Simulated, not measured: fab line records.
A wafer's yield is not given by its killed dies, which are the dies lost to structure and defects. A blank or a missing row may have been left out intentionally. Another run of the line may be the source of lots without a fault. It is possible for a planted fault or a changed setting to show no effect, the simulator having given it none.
Tool commonality check | flow sky130 | Sample size 13 lots and 45 wafers

== THE REASON FOR OPENING IT ==
Flagged at SKY_SONOS_ONO_CD_MEAS_13: reading cdNm, on 2 of 13 lots. No-fault wafers: 410.8 nm, standard deviation 2.1.
Rule: a lot gets a flag if all its wafers with a number sit over 4 standard deviations from that mean, or if no wafer of it has a number. All remaining lots are regarded as sound.

lot  | measured     | on       | cdNm (nm), wafer by wafer           | flag
L733 | day 12 10:05 | cdSem-02 | 411.1 411.1 411.6                   | 
L737 | day 14 16:25 | cdSem-01 | 412.2 412.4 412.6                   | 
L738 | day 14 16:52 | cdSem-01 | 413.3 413.0 415.2                   | 
L740 | day 15 04:27 | cdSem-02 | 410.0 410.7 411.5                   | 
L743 | day 16 09:31 | cdSem-01 | 414.1 413.9 413.4                   | 
L745 | day 16 17:39 | cdSem-02 | 411.9 412.4 411.1                   | 
L746 | day 17 05:16 | cdSem-02 | 408.8 409.3 408.9                   | 
L748 | day 17 14:26 | cdSem-01 | 408.2 412.1 407.3                   | 
L747 | day 17 14:33 | cdSem-02 | 405.2 408.1 409.8                   | 
L751 | day 18 18:49 | cdSem-02 | 380.7 383.1 379.3 381.0 383.5 378.8 | FLAGGED
L752 | day 19 05:59 | cdSem-02 | 384.2 383.0 381.8 384.0 383.1 382.2 | FLAGGED
L754 | day 19 12:10 | cdSem-01 | 411.8 408.5 409.2                   | 
L755 | day 20 09:25 | cdSem-02 | 409.3 408.2 410.1                   | 
Average over the flagged lots: 382.1 nm; offset from the usual -28.7 nm, equal to -14 standard deviations.

== WHICH TOOL RAN EACH LOT ==
The record holds 1 process step before the reading, out of a route of 708 steps. Cell contents, in order: the tool; ch with the chambers the sampled wafers went through; the start.
lot  | flag    | SKY_SONOS_ONO_EXPOSE_10
L733 |         | ilineStepper-01 ch 0, day 11 21:54
L737 |         | ilineStepper-02 ch 0, day 14 03:14
L738 |         | ilineStepper-01 ch 0, day 14 03:28
L740 |         | ilineStepper-02 ch 0, day 14 16:28
L743 |         | ilineStepper-02 ch 0, day 15 20:43
L745 |         | ilineStepper-02 ch 0, day 16 04:27
L746 |         | ilineStepper-01 ch 0, day 16 15:35
L748 |         | ilineStepper-01 ch 0, day 17 00:26
L747 |         | ilineStepper-02 ch 0, day 17 00:46
L751 | FLAGGED | ilineStepper-02 ch 0, day 18 03:49
L752 | FLAGGED | ilineStepper-02 ch 0, day 18 14:56
L754 |         | ilineStepper-01 ch 0, day 18 22:10
L755 |         | ilineStepper-01 ch 0, day 19 18:46
What these steps do:
- SKY_SONOS_ONO_EXPOSE_10: exposes mask ONOM, target cd 410 nm.
- SKY_SONOS_ONO_CD_MEAS_13: target cd 410 nm.

== FLAGGED OVER TOTAL, TOOL BY TOOL (the gauges that took the reading come last) ==
step                     | tool            | lots run | flagged | share of the flagged lots | sound lots run after its first flagged lot
SKY_SONOS_ONO_EXPOSE_10  | ilineStepper-01 | 6        | 0       | none                      | -
SKY_SONOS_ONO_EXPOSE_10  | ilineStepper-02 | 7        | 2       | all                       | 0
SKY_SONOS_ONO_CD_MEAS_13 | cdSem-01        | 5        | 0       | none                      | -
SKY_SONOS_ONO_CD_MEAS_13 | cdSem-02        | 8        | 2       | all                       | 1 (L755)

== WHAT IS ALLOWED BY THE TABLE ==
Table rows that saw every flagged lot: 2, namely ilineStepper-02 at SKY_SONOS_ONO_EXPOSE_10 and cdSem-02 at SKY_SONOS_ONO_CD_MEAS_13.
- ilineStepper-02 at SKY_SONOS_ONO_EXPOSE_10 ran 7 lots, 2 of them flagged. Its last sound lot is L747 (day 17 00:46), its first flagged lot L751 (day 18 03:49): a fault that began between those two fits. Its own readings lie more than 4 standard deviations out on every wafer of the flagged lots: exposureDoseMJCm2.
- cdSem-02 at SKY_SONOS_ONO_CD_MEAS_13 ran 8 lots, 2 of them flagged. Sound lots followed the first flagged one (L755) on it, something a lasting fault affecting the whole tool could not allow.
Just one tool remains: ilineStepper-02 at SKY_SONOS_ONO_EXPOSE_10.

== WHAT THE SIMULATOR HAD INSERTED ==
Process parameters drifting: ilineStepper-02 at SKY_SONOS_ONO_EXPOSE_10, beginning at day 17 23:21. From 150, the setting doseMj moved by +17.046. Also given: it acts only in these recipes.
Struck lots among those shown: L751, L752. The same result came from the rule above.
